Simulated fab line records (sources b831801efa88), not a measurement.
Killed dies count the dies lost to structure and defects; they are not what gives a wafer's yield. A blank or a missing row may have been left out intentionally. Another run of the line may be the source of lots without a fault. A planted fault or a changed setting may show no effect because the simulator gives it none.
2 desks, one fault ; flow sky130 ; every desk sees just its own numbers, and what lay behind them comes last

THE METROLOGY DESK
What the gauges read, lot by lot, whatever tool the lot ran on: means of the sampled wafers that have a number. Any lot whose mean is over 4 standard deviations away from the usual mean is out of limits and marked OUT; that distance is given in the brackets.
Columns: A = POLY_GATE_OXIDATION_THK at SKY_POLY_GATE_THK_MEAS_21, usual 3.99 nm; B = LDD_N_OVL at SKY_LDD_N_OVL_MEAS_07, usual 0.5 nm; C = LDD_P_TW at SKY_LDD_P_TW_MEAS_11, usual 637.8; D = LDD_HVN_OVL at SKY_LDD_HVN_OVL_MEAS_07, usual 0.3 nm
lot;first seen here;A;B;C;D
L841;day 16 06:01;4.04;0.8;639.5;-0.1
L843;day 17 04:23;3.96;2.5;635.4;0.1
L844;day 17 11:50;3.99;1.2;576.5 (-20) OUT;-2.1
L845;day 17 19:52;3.96;2.4;581.7 (-19) OUT;2.6
L847;day 18 19:53;3.96;2.0;638.9;1.0
L854;day 21 06:33;3.91;0.4;634.1;2.2
L855;day 21 19:34;4.08;0.3;639.4;-0.6
L857;day 22 06:33;3.97;0.3;635.7;0.6
L858;day 22 17:25;3.94;0.2;639.0;-1.2
L859;day 23 00:07;4.03;-1.9;638.4;0.4
L862;day 24 23:09;4.01;1.4;638.8;-0.4
L863;day 25 00:09;4.02;0.4;637.7;0.2
L864;day 25 09:56;4.15;-1.1;640.3;0.4
Per this desk, out of limits: L844, L845; the first was L844, day 20 03:25 (LDD_P_TW at SKY_LDD_P_TW_MEAS_11). In limits: L841, L843, L847, L854, L855, L857, L858, L859, L862, L863, L864.

TOOL OWNER'S DESK, implanter-03
SKY_LDD_P_IMPLANT_09, tool's own readings: per-lot mean of the sampled wafers with a number, covering each lot this tool ran. Any lot whose mean is over 4 standard deviations away from the usual mean is out of limits and marked OUT; that distance is given in the brackets.
Columns: A = beamEnergyKeV at SKY_LDD_P_IMPLANT_09, usual 25.002
lot;first seen here;A
L841;day 18 18:34;25.008
L843;day 19 19:16;25.005
L844;day 20 03:10;24.999
L845;day 20 10:00;24.994
L854;day 23 22:46;25.010
L864;day 27 21:51;25.002
This desk's verdict: no lot among the 6 shows anything out of limits.

TAKEN TOGETHER
The metrology desk could have raised an alarm at day 20 03:25, on L844, L845.
Nothing out of limits was seen by the tool owner's desk.
On record at the tool owner's desk: L844, L845, within its limits.
The lots listed all ran SKY_LDD_P_IMPLANT_09 on implanter-03.

WHAT HAD BEEN PUT IN BY THE SIMULATOR
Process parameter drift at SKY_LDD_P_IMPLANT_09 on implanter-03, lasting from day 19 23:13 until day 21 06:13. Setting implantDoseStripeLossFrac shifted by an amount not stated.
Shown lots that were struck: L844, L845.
Hours from the fault's start to each desk's first reading out of limits: the metrology desk, 4.
